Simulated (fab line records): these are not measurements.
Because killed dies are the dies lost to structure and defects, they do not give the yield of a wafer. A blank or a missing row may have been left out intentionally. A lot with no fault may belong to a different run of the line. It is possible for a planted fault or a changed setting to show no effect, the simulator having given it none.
fab line records | flow sky130
record lots=12 wafers=36 lastDay=50
route steps=708 shown FIELD_ISO@24 VT_ADJUST_HVTP@92 VT_ADJUST_LVTN@117 SONOS_TUNNEL@163
lots untouched by any fault: they come from a run of this same line in which no faults occurred
startH: start of the lot's first displayed wafer, in hours after the record's first day | waitH: hours from the lot's prior step to this one | " the same as in the row above | L1.1+2: several wafers, shown together as one row | - no value, or no start given | * or withheld: withheld | < > ~ a bound
route shown NAME@n: a module of which the file shows steps, and the number in the route of the first | usual: average and standard deviation across the fault-free wafers | same: alike in all rows | chamber/n: place in a boat | sites: per-site readings | _std_site: the standard deviation of these | _edge_site: inner sites' mean taken away from outer sites' mean | radiusMm: for every site, how far away it sits from the centre of the wafer | mask NAME#n: copy n | behind: tool/chamber where the wafer was last shaped | hold: reason for holding the lot/hours on hold/outcome of the hold | device: the n, p or np transistor that did not switch | end of line: the tests these same wafers got at the end of their route | a step given without rows: its recipe and nothing more | killed: dies that structure and defects cost at the first sort, which is not the same as the wafer's yield | map: shows each die of a wafer: x if killed, . if not, _ if none is there
set.NAME: the setting the step ran with; set.NAME@STEP: the setting that earlier step ran with | model.NAME: the simulator's own value behind a step, which no gauge read
a sample of lots followed through the steps of the route, with each step as a table and each wafer as a row
services: a tool's chamber out of use, with start hour (startH, from the record's first day; less than 0 if before it), hours out, and reason
## steps
# step SKY_FIELD_ISO_THK_MEAS_23
# recipe reads=SiO2_of_FIELD_ISO_OXIDATION_22
# usual FIELD_ISO_OXIDATION_01_THK=9.98/0.15
# columns lot.wafer tool chamber startH waitH FIELD_ISO_OXIDATION_01_THK[nm]
L426.1 filmMetro-02 - 35.56 0.0 10.01
L426.2 " - " " 9.75
L426.6 " - " " 10.04
L427.3 filmMetro-02 - 41.74 0.0 9.91
L427.4 " - " " 9.76
L427.5 " - " " 10.13
L428.2 filmMetro-02 - 48.42 0.0 10.28
L428.3 " - " " 10.20
L428.4 " - " " 10.19
L429.1 filmMetro-02 - 52.80 0.0 10.13
L429.3 " - " " 9.83
L429.6 " - " " 9.98
L430.3 filmMetro-02 - 56.93 0.0 10.16
L430.4 " - " " 9.95
L430.6 " - " " 10.03
L431.3 filmMetro-02 - 63.56 0.0 9.88
L431.5 " - " " 9.83
L431.6 " - " " 9.86
L432.2 filmMetro-03 - 68.88 0.0 9.90
L432.3 " - " " 9.95
L432.5 " - " " 9.98
L433.4 filmMetro-03 - 72.97 0.0 9.72
L433.5 " - " " 9.87
L433.6 " - " " 9.77
L434.2 filmMetro-03 - 78.21 0.0 9.82
L434.3 " - " " 10.02
L434.5 " - " " 9.83
L441.1 filmMetro-02 - 115.79 0.0 9.86
L441.2 " - " " 9.90
L441.5 " - " " 9.94
L443.1 filmMetro-01 - 128.82 0.0 9.85
L443.4 " - " " 10.02
L443.5 " - " " 10.02
L447.1 filmMetro-03 - 145.78 0.0 10.15
L447.4 " - " " 10.02
L447.6 " - " " 10.01
# step SKY_VT_ADJUST_HVTP_CD_MEAS_07
# recipe targetCdNm=380
# usual cdNm=378.9/2.5
# columns lot.wafer tool chamber startH waitH cdNm
L426.1 cdSem-02 - 125.92 0.1 376.9
L426.2 " - " " 377.7
L426.6 " - " " 380.6
L427.3 cdSem-02 - 132.27 0.1 383.0
L427.4 " - " " 382.2
L427.5 " - " " 382.8
L428.2 cdSem-01 - 139.54 0.1 380.7
L428.3 " - " " 380.6
L428.4 " - " " 380.3
L429.1 cdSem-01 - 149.09 0.1 382.4
L429.3 " - " " 380.3
L429.6 " - " " 380.5
L430.3 cdSem-02 - 154.68 0.1 381.5
L430.4 " - " " 380.7
L430.6 " - " " 381.3
L431.3 cdSem-02 - 159.67 0.1 381.4
L431.5 " - " " 380.8
L431.6 " - " " 378.8
L432.2 cdSem-02 - 167.99 0.1 380.9
L432.3 " - " " 380.4
L432.5 " - " " 380.1
L433.4 cdSem-02 - 170.58 0.1 374.4
L433.5 " - " " 378.1
L433.6 " - " " 376.7
L434.2 cdSem-02 - 175.76 0.1 380.4
L434.3 " - " " 379.9
L434.5 " - " " 381.1
L441.1 cdSem-01 - 222.34 0.1 375.6
L441.2 " - " " 376.2
L441.5 " - " " 375.3
L443.1 cdSem-01 - 240.68 0.1 381.4
L443.4 " - " " 377.1
L443.5 " - " " 376.0
L447.1 cdSem-01 - 261.59 0.1 379.5
L447.4 " - " " 380.4
L447.6 " - " " 376.7
# step SKY_VT_ADJUST_LVTN_STRIP_20
# recipe chemistry=O2/N2 powerW=1400 pressureMtorr=1500 platenTempC=withheld o2FlowSccm=3000 n2FlowSccm=300 overashFraction=0.5
# usual drypumpMotorCurrentA=6.03/0.21 oesProductAu=0.716/0.0046 stripTimeToEndpointS=14.17/0.033
# columns lot.wafer tool chamber startH waitH drypumpMotorCurrentA oesProductAu rfHoursCounterH stripTimeToEndpointS
L426.1 plasmaAsher-04 0 165.30 0.1 6.08 0.718 5 14.15
L426.2 " 1 " " 5.68 0.716 5 14.11
L426.6 " 1 " " 5.65 0.717 - 14.15
L427.3 plasmaAsher-02 1 171.68 0.1 6.27 0.717 - 14.17
L427.4 " 0 " " 6.00 0.718 - 14.17
L427.5 " 1 " " 6.27 0.728 - 14.13
L428.2 plasmaAsher-04 0 179.60 0.1 6.07 0.713 6 14.18
L428.3 " 1 " " 5.65 0.708 - 14.15
L428.4 " 0 " " 6.07 0.716 - 14.16
L429.1 plasmaAsher-04 0 191.30 0.1 6.06 0.710 7 14.15
L429.3 " 1 " " 5.68 0.707 - 14.21
L429.6 " 1 " " 5.67 0.717 - 14.18
L430.3 plasmaAsher-04 0 196.71 0.1 6.09 0.718 - 14.18
L430.4 " 1 " " 5.71 0.710 - 14.12
L430.6 " 1 " " 5.67 0.716 - 14.18
L431.3 plasmaAsher-04 1 201.38 0.1 5.66 0.714 - 14.22
L431.5 " 1 " " 5.69 0.717 - 14.19
L431.6 " 0 " " 6.06 0.710 - 14.18
L432.2 plasmaAsher-04 0 210.06 0.1 6.08 0.718 9 14.23
L432.3 " 0 " " 6.07 0.721 - 14.21
L432.5 " 0 " " 6.08 0.709 - 14.19
L433.4 plasmaAsher-04 1 212.96 0.1 5.65 0.716 - 14.14
L433.5 " 1 " " 5.65 0.721 - 14.17
L433.6 " 0 " " 6.09 0.712 - 14.14
L434.2 plasmaAsher-01 1 220.01 0.1 6.22 0.715 39 14.16
L434.3 " 0 " " 6.16 0.716 - 14.17
L434.5 " 1 " " 6.25 0.719 - 14.17
L441.1 plasmaAsher-02 0 269.66 0.1 6.02 0.711 60 14.16
L441.2 " 1 " " 6.25 0.713 60 14.14
L441.5 " 1 " " 6.28 0.716 - 14.14
L443.1 plasmaAsher-02 0 287.18 0.1 5.98 0.710 61 14.19
L443.4 " 0 " " 6.00 0.716 - 14.17
L443.5 " 1 " " 6.26 0.716 - 14.23
L447.1 plasmaAsher-01 1 308.06 0.1 6.22 0.726 47 14.20
L447.4 " 1 " " 6.24 0.722 - 14.14
L447.6 " 0 " " 6.11 0.705 - 14.17
# step SKY_SONOS_TUNNEL_IMPLANT_09
# recipe species=B energyKev=20 doseCm2=1e+12 tiltDeg=withheld
# usual doseIonsCm2=1.0001e+12/1.3e+09 faradayCurrentUA=5.62/0.12
# columns lot.wafer tool chamber startH waitH doseIonsCm2 faradayCurrentUA
L426.1 implanter-03 0 252.05 0.0 1.0012e+12 5.67
L426.2 " 0 " " 1.0009e+12 5.73
L426.6 " 0 " " 1.0015e+12 5.63
L427.3 implanter-01 0 260.57 0.1 1.0006e+12 5.71
L427.4 " 0 " " 1.0006e+12 5.71
L427.5 " 0 " " 1e+12 5.49
L428.2 implanter-04 0 269.94 0.0 9.981e+11 5.81
L428.3 " 0 " " 9.995e+11 5.50
L428.4 " 0 " " 9.989e+11 5.69
L429.1 implanter-04 0 281.72 0.0 1.0006e+12 5.68
L429.3 " 0 " " 1.0001e+12 5.60
L429.6 " 0 " " 9.996e+11 5.66
L430.3 implanter-03 0 288.12 0.1 1.0006e+12 5.66
L430.4 " 0 " " 1.0003e+12 5.61
L430.6 " 0 " " 9.999e+11 5.67
L431.3 implanter-01 0 294.77 0.1 1.001e+12 5.77
L431.5 " 0 " " 1.0031e+12 5.48
L431.6 " 0 " " 1.0042e+12 5.54
L432.2 implanter-04 0 302.97 0.0 1.0011e+12 5.65
L432.3 " 0 " " 9.998e+11 5.32
L432.5 " 0 " " 1.0018e+12 5.74
L433.4 implanter-01 0 305.79 0.1 9.984e+11 5.58
L433.5 " 0 " " 9.977e+11 5.50
L433.6 " 0 " " 9.993e+11 5.67
L434.2 implanter-04 0 315.64 0.0 9.992e+11 5.71
L434.3 " 0 " " 1.0012e+12 5.59
L434.5 " 0 " " 9.995e+11 5.57
L441.1 implanter-01 0 373.01 0.0 3.937e+11 2.25
L441.2 " 0 " " 3.947e+11 2.20
L441.5 " 0 " " 3.956e+11 2.10
L443.1 implanter-01 0 393.93 0.0 3.947e+11 2.18
L443.4 " 0 " " 3.928e+11 2.25
L443.5 " 0 " " 3.946e+11 2.26
L447.1 implanter-03 0 419.60 0.0 1.0005e+12 5.66
L447.4 " 0 " " 1.002e+12 5.65
L447.6 " 0 " " 1.0007e+12 5.52
# step SKY_SONOS_TUNNEL_TW_MEAS_12
# usual SONOS_TUNNEL_TW=197.5/1.4
# columns lot.wafer tool chamber startH waitH SONOS_TUNNEL_TW
L426.1 filmMetro-01 - 252.46 0.0 196.6
L426.2 " - " " 196.3
L426.6 " - " " 196.4
L427.3 filmMetro-04 - 260.95 0.0 198.5
L427.4 " - " " 198.1
L427.5 " - " " 198.5
L428.2 filmMetro-01 - 270.52 0.0 196.4
L428.3 " - " " 196.7
L428.4 " - " " 196.8
L429.1 filmMetro-01 - 282.23 0.0 195.7
L429.3 " - " " 197.0
L429.6 " - " " 196.8
L430.3 filmMetro-04 - 288.50 0.0 196.6
L430.4 " - " " 197.6
L430.6 " - " " 198.0
L431.3 filmMetro-01 - 295.15 0.0 195.3
L431.5 " - " " 196.7
L431.6 " - " " 195.8
L432.2 filmMetro-04 - 303.37 0.0 198.1
L432.3 " - " " 196.8
L432.5 " - " " 197.1
L433.4 filmMetro-01 - 306.16 0.0 195.6
L433.5 " - " " 195.6
L433.6 " - " " 195.4
L434.2 filmMetro-03 - 316.04 0.0 199.6
L434.3 " - " " 200.3
L434.5 " - " " 198.7
L441.1 filmMetro-04 - 373.43 0.0 153.4
L441.2 " - " " 153.0
L441.5 " - " " 153.6
L443.1 filmMetro-03 - 394.34 0.0 154.9
L443.4 " - " " 154.0
L443.5 " - " " 155.3
L447.1 filmMetro-04 - 420.04 0.0 197.4
L447.4 " - " " 198.1
L447.6 " - " " 197.8
## services
# columns tool chamber startH hours kind
plasmaAsher-04 - 144.42 1.5 repair
implanter-04 - 178.28 4.2 repair
plasmaAsher-01 - 220.76 3.0 repair
plasmaAsher-01 - 224.83 7.1 repair
plasmaAsher-04 - 241.70 0.8 repair
plasmaAsher-04 - 244.04 2.2 repair
implanter-01 - 254.75 2.0 repair
implanter-03 - 258.76 3.2 repair
plasmaAsher-01 - 272.56 7.7 repair
plasmaAsher-01 - 287.62 1.7 repair
plasmaAsher-04 - 303.07 7.8 repair
implanter-04 - 356.08 15.0 pm
implanter-04 - 371.10 2.9 pm
## key
firstSign step=SKY_SONOS_TUNNEL_IMPLANT_09 reading=doseIonsCm2 direction=down sigmas=99+ usual=* struck=*
effect step=SKY_SONOS_TUNNEL_IMPLANT_09 reading=faradayCurrentUA direction=down sigmas=30 usual=5.62 struck=2.20
effect step=SKY_SONOS_TUNNEL_TW_MEAS_12 reading=SONOS_TUNNEL_TW direction=down sigmas=32 usual=197.5 struck=154.0
metAt SKY_SONOS_TUNNEL_IMPLANT_09
struckLots L441,L443
testerLeftOut L441,L443
notActingAt SKY_FIELD_ISO_THK_MEAS_23,SKY_VT_ADJUST_HVTP_CD_MEAS_07,SKY_VT_ADJUST_LVTN_STRIP_20
onsetBetween 305.79 373.01
fault kind=processParameterDrift tool=implanter-01 chamber=- onsetH=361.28 steps=SKY_SONOS_TUNNEL_IMPLANT_09 channel=doseCm2 offset=* shape=step endH=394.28 actsIn=* stated=*
# testerLeftOut: of these lots the tester's yield and bins aren't shown, on N5 and GAA mostly nor the transistor test; their killed dies are dies lost to structure and defects alone, not to doping, threshold or leakage, so they don't give the yield
